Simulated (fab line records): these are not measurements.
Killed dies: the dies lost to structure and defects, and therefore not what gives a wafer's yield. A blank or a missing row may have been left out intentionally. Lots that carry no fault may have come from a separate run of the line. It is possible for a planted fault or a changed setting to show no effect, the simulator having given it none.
fab line records	flow sky130
record lots=11	wafers=33	last_day=50
route steps=708 shown SPACER@305 RES_XHIGH@341 SD_N@351 LI_CONTACT@363 PAD_OPEN@708
lots untouched by any fault: they come from a run of this same line in which no faults occurred
start_h: start of the lot's first displayed wafer, in hours after the record's first day	wait_h: hours since the lot's step before	" same as the row above	L1.1+2: several wafers, shown together as one row	- no value present, or no start provided	* or withheld: withheld	< > ~ a bound
route shown NAME@n: a module of which the file shows steps, and the number in the route of the first	usual: mean/standard deviation of fault-free wafers	same: alike in all rows	chamber/n: place in a boat	sites: readings site by site	_std_site: the standard deviation of these	_edge_site: outer sites' mean less inner sites'	radius_mm: how far each site lies from the wafer's centre	mask NAME#n: copy n	behind: the tool/chamber that last shaped the wafer	hold: cause of the lot's hold/its duration in hours/its outcome	device: the n, p or np transistor that did not switch	end of line: at the end of the route, the tests of the same wafers	a step with no rows: only its recipe	killed: not the wafer's yield, but the dies lost to structure and defects at the first sort	map: shows each die of a wafer: x if killed, . if not, _ if none is there
set.NAME: the run value of the setting; set.NAME@STEP: its run value at that earlier step	model.NAME: the simulator's own value behind a step, which no gauge read
a sample of lots followed through the steps of the route, with each step as a table and each wafer as a row
services: the hour from which a tool's chamber was out of use, counted from the record's first day as start_h (under 0 if before that day), plus the number of hours and why
## steps
# step SKY_SPACER_THK_MEAS_01
# recipe reads=Si3N4_of_SPACER_CVD_00
# usual SPACER_CVD_00_THK=43.1/0.45
lot.wafer	tool	chamber	start_h	wait_h	SPACER_CVD_00_THK[nm]
L289.2	film_metro-03	-	520.63	0.0	44.0
L289.3	"	-	"	"	44.0
L289.4	"	-	"	"	44.2
L292.1	film_metro-02	-	543.60	0.0	43.3
L292.5	"	-	"	"	43.5
L292.6	"	-	"	"	43.4
L293.1	film_metro-01	-	549.86	0.0	42.9
L293.2	"	-	"	"	43.2
L293.3	"	-	"	"	43.2
L300.4	film_metro-02	-	634.24	0.0	43.1
L300.5	"	-	"	"	43.1
L300.6	"	-	"	"	43.1
L302.2	film_metro-02	-	641.81	0.0	42.8
L302.4	"	-	"	"	43.0
L302.5	"	-	"	"	42.6
L307.3	film_metro-02	-	694.66	0.0	42.9
L307.4	"	-	"	"	42.7
L307.5	"	-	"	"	42.7
L305.1	film_metro-02	-	695.84	0.0	42.5
L305.5	"	-	"	"	42.6
L305.6	"	-	"	"	42.8
L308.2	film_metro-03	-	709.33	0.0	43.0
L308.3	"	-	"	"	43.8
L308.4	"	-	"	"	43.3
L310.3	film_metro-02	-	721.57	0.0	42.8
L310.4	"	-	"	"	42.9
L310.5	"	-	"	"	43.0
L311.1	film_metro-01	-	722.75	0.0	42.8
L311.3	"	-	"	"	43.2
L311.5	"	-	"	"	42.9
L312.1	film_metro-03	-	746.33	0.0	42.6
L312.2	"	-	"	"	42.8
L312.3	"	-	"	"	42.4
# step SKY_RES_XHIGH_TW_MEAS_09
# usual RES_XHIGH_TW=1636/11
lot.wafer	tool	chamber	start_h	wait_h	RES_XHIGH_TW
L289.2	film_metro-02	-	610.93	0.1	1632
L289.3	"	-	"	"	1644
L289.4	"	-	"	"	1650
L292.1	film_metro-02	-	633.76	0.1	1633
L292.5	"	-	"	"	1645
L292.6	"	-	"	"	1625
L293.1	film_metro-03	-	640.22	0.1	1629
L293.2	"	-	"	"	1630
L293.3	"	-	"	"	1619
L300.4	film_metro-02	-	720.19	0.1	1638
L300.5	"	-	"	"	1629
L300.6	"	-	"	"	1630
L302.2	film_metro-04	-	724.87	0.1	1645
L302.4	"	-	"	"	1635
L302.5	"	-	"	"	1645
L307.3	film_metro-02	-	777.43	0.1	1647
L307.4	"	-	"	"	1650
L307.5	"	-	"	"	1647
L305.1	film_metro-03	-	778.77	0.1	1622
L305.5	"	-	"	"	1623
L305.6	"	-	"	"	1622
L308.2	film_metro-02	-	789.57	0.1	1644
L308.3	"	-	"	"	1652
L308.4	"	-	"	"	1643
L310.3	film_metro-03	-	802.94	0.1	1624
L310.4	"	-	"	"	1629
L310.5	"	-	"	"	1622
L311.1	film_metro-02	-	804.06	0.1	1642
L311.3	"	-	"	"	1631
L311.5	"	-	"	"	1627
L312.1	film_metro-04	-	825.41	0.1	1633
L312.2	"	-	"	"	1626
L312.3	"	-	"	"	1631
# step SKY_SD_N_IMPLANT_09
# recipe species=As	energy_kev=50	dose_cm2=4e+15	tilt_deg=0
# usual beam_energy_keV=50.001/0.016	faraday_current_uA=13257/340
lot.wafer	tool	chamber	start_h	wait_h	beam_energy_keV	faraday_current_uA
L289.2	implanter-04	0	640.29	0.0	49.983	13239
L289.3	"	0	"	"	49.989	12688
L289.4	"	0	"	"	50.001	13017
L292.1	implanter-04	0	661.76	0.0	63.843	13181
L292.5	"	0	"	"	63.862	13184
L292.6	"	0	"	"	63.863	12704
L293.1	implanter-04	0	668.30	0.0	63.837	12846
L293.2	"	0	"	"	63.852	13157
L293.3	"	0	"	"	63.833	13008
L300.4	implanter-04	0	747.49	0.1	49.979	12969
L300.5	"	0	"	"	49.978	13278
L300.6	"	0	"	"	49.985	12559
L302.2	implanter-04	0	751.38	0.0	49.993	13081
L302.4	"	0	"	"	50.004	13316
L302.5	"	0	"	"	49.991	12516
L307.3	implanter-01	0	803.87	0.1	50.026	13354
L307.4	"	0	"	"	50.017	13119
L307.5	"	0	"	"	50.023	13378
L305.1	implanter-02	0	804.85	0.0	49.981	13830
L305.5	"	0	"	"	49.985	13184
L305.6	"	0	"	"	49.998	13351
L308.2	implanter-01	0	815.23	0.0	49.968	13009
L308.3	"	0	"	"	49.975	13748
L308.4	"	0	"	"	49.978	13920
L310.3	implanter-02	0	828.85	0.1	50.007	13406
L310.4	"	0	"	"	50.006	13779
L310.5	"	0	"	"	49.978	13664
L311.1	implanter-04	0	830.22	0.0	50.010	12926
L311.3	"	0	"	"	50.004	13299
L311.5	"	0	"	"	49.998	13300
L312.1	implanter-01	0	850.97	0.0	50.019	13207
L312.2	"	0	"	"	50.051	13715
L312.3	"	0	"	"	50.017	13395
# step SKY_SD_N_STRIP_11
# recipe chemistry=O2/N2	power_w=1400	pressure_mtorr=1500	platen_temp_c=withheld	o2_flow_sccm=3000	n2_flow_sccm=300	overash_fraction=0.5
# usual drypump_motor_current_A=5.5/0.37	oes_product_au=0.528/0.0045	strip_time_to_endpoint_s=22.54/0.039
lot.wafer	tool	chamber	start_h	wait_h	drypump_motor_current_A	oes_product_au	rf_hours_counter_h	strip_time_to_endpoint_s
L289.2	plasma_asher-03	0	640.57	0.1	5.4	0.531	52	22.53
L289.3	"	1	"	"	5.5	0.536	-	22.55
L289.4	"	0	"	"	5.4	0.531	-	22.58
L292.1	plasma_asher-02	1	662.06	0.1	5.0	0.497	24	24.61
L292.5	"	1	"	"	5.0	0.505	-	24.67
L292.6	"	0	"	"	5.9	0.502	-	24.66
L293.1	plasma_asher-03	1	668.60	0.1	5.5	0.503	55	24.63
L293.2	"	0	"	"	5.4	0.499	55	24.61
L293.3	"	1	"	"	5.5	0.498	-	24.63
L300.4	plasma_asher-02	1	747.75	0.1	5.1	0.525	-	22.52
L300.5	"	1	"	"	5.0	0.519	-	22.54
L300.6	"	0	"	"	6.0	0.529	-	22.53
L302.2	plasma_asher-02	1	751.65	0.1	5.0	0.532	33	22.53
L302.4	"	1	"	"	5.0	0.523	-	22.57
L302.5	"	0	"	"	5.9	0.539	-	22.56
L307.3	plasma_asher-02	1	804.15	0.1	5.0	0.525	-	22.57
L307.4	"	0	"	"	6.0	0.524	-	22.53
L307.5	"	0	"	"	6.0	0.524	-	22.57
L305.1	plasma_asher-02	0	805.15	0.1	5.9	0.519	38	22.52
L305.5	"	0	"	"	6.0	0.535	-	22.53
L305.6	"	1	"	"	5.0	0.523	-	22.55
L308.2	plasma_asher-03	0	815.50	0.1	5.4	0.527	70	22.49
L308.3	"	0	"	"	5.4	0.526	-	22.48
L308.4	"	1	"	"	5.5	0.527	-	22.54
L310.3	plasma_asher-02	1	829.14	0.1	5.0	0.532	-	22.59
L310.4	"	0	"	"	6.0	0.523	-	22.60
L310.5	"	1	"	"	5.0	0.536	-	22.62
L311.1	plasma_asher-04	0	830.52	0.1	5.8	0.527	8	22.55
L311.3	"	0	"	"	5.8	0.535	-	22.55
L311.5	"	1	"	"	5.8	0.530	-	22.53
L312.1	plasma_asher-02	0	851.27	0.1	6.0	0.522	42	22.54
L312.2	"	1	"	"	5.0	0.526	42	22.53
L312.3	"	1	"	"	5.0	0.532	-	22.54
# step SKY_SD_N_TW_MEAS_12
# usual SD_N_TW=3966/25
lot.wafer	tool	chamber	start_h	wait_h	SD_N_TW
L289.2	film_metro-02	-	640.68	0.1	3947
L289.3	"	-	"	"	3952
L289.4	"	-	"	"	3932
L292.1	film_metro-03	-	662.16	0.1	4225
L292.5	"	-	"	"	4216
L292.6	"	-	"	"	4243
L293.1	film_metro-03	-	668.70	0.1	4200
L293.2	"	-	"	"	4231
L293.3	"	-	"	"	4221
L300.4	film_metro-02	-	747.85	0.1	4021
L300.5	"	-	"	"	4030
L300.6	"	-	"	"	4037
L302.2	film_metro-03	-	751.76	0.1	3954
L302.4	"	-	"	"	3952
L302.5	"	-	"	"	3960
L307.3	film_metro-02	-	804.24	0.1	3949
L307.4	"	-	"	"	3967
L307.5	"	-	"	"	3956
L305.1	film_metro-04	-	805.25	0.1	4000
L305.5	"	-	"	"	3997
L305.6	"	-	"	"	3993
L308.2	film_metro-02	-	815.61	0.1	3954
L308.3	"	-	"	"	3994
L308.4	"	-	"	"	3986
L310.3	film_metro-02	-	829.22	0.1	3983
L310.4	"	-	"	"	3971
L310.5	"	-	"	"	3966
L311.1	film_metro-02	-	830.62	0.1	3969
L311.3	"	-	"	"	4000
L311.5	"	-	"	"	3966
L312.1	film_metro-04	-	851.37	0.1	3984
L312.2	"	-	"	"	3983
L312.3	"	-	"	"	3959
# step SKY_SD_N_RS_MEAS_16
# recipe thk_meas_gauge=four-point-probe
# usual SD_N_RS=68.54/0.13
lot.wafer	tool	chamber	start_h	wait_h	SD_N_RS[ohm/sq]
L289.2	film_metro-02	-	640.98	0.1	68.48
L289.3	"	-	"	"	68.47
L289.4	"	-	"	"	68.67
L292.1	film_metro-02	-	662.45	0.1	60.00
L292.5	"	-	"	"	60.06
L292.6	"	-	"	"	60.01
L293.1	film_metro-04	-	668.99	0.1	60.13
L293.2	"	-	"	"	60.05
L293.3	"	-	"	"	60.19
L300.4	film_metro-03	-	748.16	0.1	68.71
L300.5	"	-	"	"	68.65
L300.6	"	-	"	"	68.72
L302.2	film_metro-04	-	752.06	0.1	68.52
L302.4	"	-	"	"	68.39
L302.5	"	-	"	"	68.39
L307.3	film_metro-02	-	804.55	0.1	68.62
L307.4	"	-	"	"	68.67
L307.5	"	-	"	"	68.50
L305.1	film_metro-04	-	805.55	0.1	68.43
L305.5	"	-	"	"	68.34
L305.6	"	-	"	"	68.34
L308.2	film_metro-04	-	815.91	0.1	68.46
L308.3	"	-	"	"	68.63
L308.4	"	-	"	"	68.53
L310.3	film_metro-04	-	829.53	0.1	68.37
L310.4	"	-	"	"	68.44
L310.5	"	-	"	"	68.27
L311.1	film_metro-04	-	830.90	0.1	68.46
L311.3	"	-	"	"	68.33
L311.5	"	-	"	"	68.51
L312.1	film_metro-03	-	851.69	0.1	68.77
L312.2	"	-	"	"	68.58
L312.3	"	-	"	"	68.58
# step SKY_LI_CONTACT_THK_MEAS_01
# recipe reads=PSG_of_LI_CONTACT_HDPCVD_00
# usual LI_CONTACT_HDPCVD_THK=931/8.6
lot.wafer	tool	chamber	start_h	wait_h	LI_CONTACT_HDPCVD_THK[nm]
L289.2	film_metro-04	-	641.45	0.1	939
L289.3	"	-	"	"	925
L289.4	"	-	"	"	941
L292.1	film_metro-02	-	662.93	0.1	922
L292.5	"	-	"	"	928
L292.6	"	-	"	"	917
L293.1	film_metro-04	-	669.47	0.1	932
L293.2	"	-	"	"	923
L293.3	"	-	"	"	929
L300.4	film_metro-02	-	748.61	0.0	936
L300.5	"	-	"	"	930
L300.6	"	-	"	"	933
L302.2	film_metro-02	-	752.53	0.1	940
L302.4	"	-	"	"	947
L302.5	"	-	"	"	950
L307.3	film_metro-04	-	805.01	0.1	932
L307.4	"	-	"	"	941
L307.5	"	-	"	"	923
L305.1	film_metro-02	-	806.03	0.1	926
L305.5	"	-	"	"	929
L305.6	"	-	"	"	934
L308.2	film_metro-03	-	816.38	0.1	939
L308.3	"	-	"	"	933
L308.4	"	-	"	"	935
L310.3	film_metro-02	-	829.99	0.1	931
L310.4	"	-	"	"	935
L310.5	"	-	"	"	925
L311.1	film_metro-03	-	831.38	0.1	925
L311.3	"	-	"	"	930
L311.5	"	-	"	"	935
L312.1	film_metro-03	-	852.17	0.1	925
L312.2	"	-	"	"	924
L312.3	"	-	"	"	925
# step SKY_PAD_OPEN_PROBE_99
# usual killed_at_M0_to_M3=44/7.2	killed_at_M4_up=3.0/1.8	killed_at_contacts=24/5.4	killed_at_front_end=14/4.4	killed_at_other=0.4/0.64	killed_dies=86/9.4	killed_open=47/7.7	killed_short=39/5.8
# same gross_dies=492	killed_at_back_side=0
lot.wafer	tool	chamber	start_h	wait_h	killed_at_M0_to_M3	killed_at_M4_up	killed_at_contacts	killed_at_front_end	killed_at_other	killed_dies	killed_open	killed_short
L302.2	prober-01	-	1150.68	0.1	41	3	23	7	0	74	36	38
L302.4	prober-01	-	1150.78	0.2	44	5	23	15	1	88	46	42
L302.5	prober-01	-	1150.83	0.2	50	4	11	10	0	75	34	41
# killed by level:class
L302.2 CONTACT:geometric_particle:open=13 METAL1:geometric_particle:short=8 VIA1:geometric_particle:open=8 METAL2:geometric_particle:short=6 VIA1:geometric_particle:short=5 LI_CONTACT:geometric_particle:open=4 VIA2:geometric_particle:open=4 FIELD_ISO:geometric_particle:short=3
L302.4 VIA1:geometric_particle:open=9 CONTACT:geometric_particle:open=8 VIA2:geometric_particle:open=8 FIELD_ISO:geometric_particle:short=6 FIELD_ISO:geometric_particle:open=6 LI_CONTACT:geometric_particle:open=6 VIA1:geometric_particle:short=6 VIA3:geometric_particle:open=6
L302.5 VIA1:geometric_particle:open=10 METAL2:geometric_particle:short=9 VIA3:geometric_particle:open=7 METAL1:geometric_particle:short=6 METAL2:geometric_particle:open=5 VIA2:geometric_particle:open=4 POLY_GATE:geometric_particle:short=4 METAL4:geometric_particle:short=4
## services
tool	chamber	start_h	hours	kind
implanter-02	-	633.39	2.6	pm
implanter-04	-	643.70	1.0	repair
plasma_asher-03	-	668.13	0.4	repair
implanter-01	-	677.95	6.5	pm
implanter-02	-	697.73	5.2	repair
implanter-04	-	705.13	3.1	repair
plasma_asher-04	-	733.75	9.0	pm
plasma_asher-04	0	733.75	9.0	vent_cycle
plasma_asher-04	1	733.75	9.0	vent_cycle
implanter-01	-	738.40	3.0	repair
plasma_asher-04	0	742.75	-	clean
plasma_asher-04	1	742.75	-	clean
plasma_asher-04	-	753.24	5.1	repair
implanter-04	-	760.66	4.2	repair
plasma_asher-03	-	761.43	2.8	pm
plasma_asher-04	-	762.97	3.7	repair
plasma_asher-02	-	775.78	2.8	pm
implanter-01	-	784.81	3.6	repair
implanter-02	-	817.38	6.0	repair
plasma_asher-04	-	847.49	0.5	repair
## key
first_sign step=SKY_SD_N_IMPLANT_09	reading=beam_energy_keV	direction=up	sigmas=99+	usual=*	struck=*
effect step=SKY_SD_N_STRIP_11	reading=strip_time_to_endpoint_s	direction=up	sigmas=54	usual=*	struck=*
effect step=SKY_SD_N_TW_MEAS_12	reading=SD_N_TW	direction=up	sigmas=10	usual=3966	struck=4223
effect step=SKY_SD_N_RS_MEAS_16	reading=SD_N_RS	direction=down	sigmas=67	usual=68.54	struck=60.07
met_at SKY_SD_N_IMPLANT_09
struck_lots L292,L293
tester_left_out L292,L293
not_acting_at SKY_SPACER_THK_MEAS_01,SKY_RES_XHIGH_TW_MEAS_09,SKY_LI_CONTACT_THK_MEAS_01
onset_between 640.29 661.76
fault kind=process_parameter_drift	tool=implanter-04	chamber=-	onset_h=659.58	steps=SKY_SD_N_IMPLANT_09	channel=energy_kev	offset=*	shape=step	end_h=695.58	acts_in=*	stated=*
# tester_left_out: of these lots the tester's yield and bins aren't shown, on N5 and GAA mostly nor the transistor test; their killed dies are dies lost to structure and defects alone, not to doping, threshold or leakage, so they don't give the yield
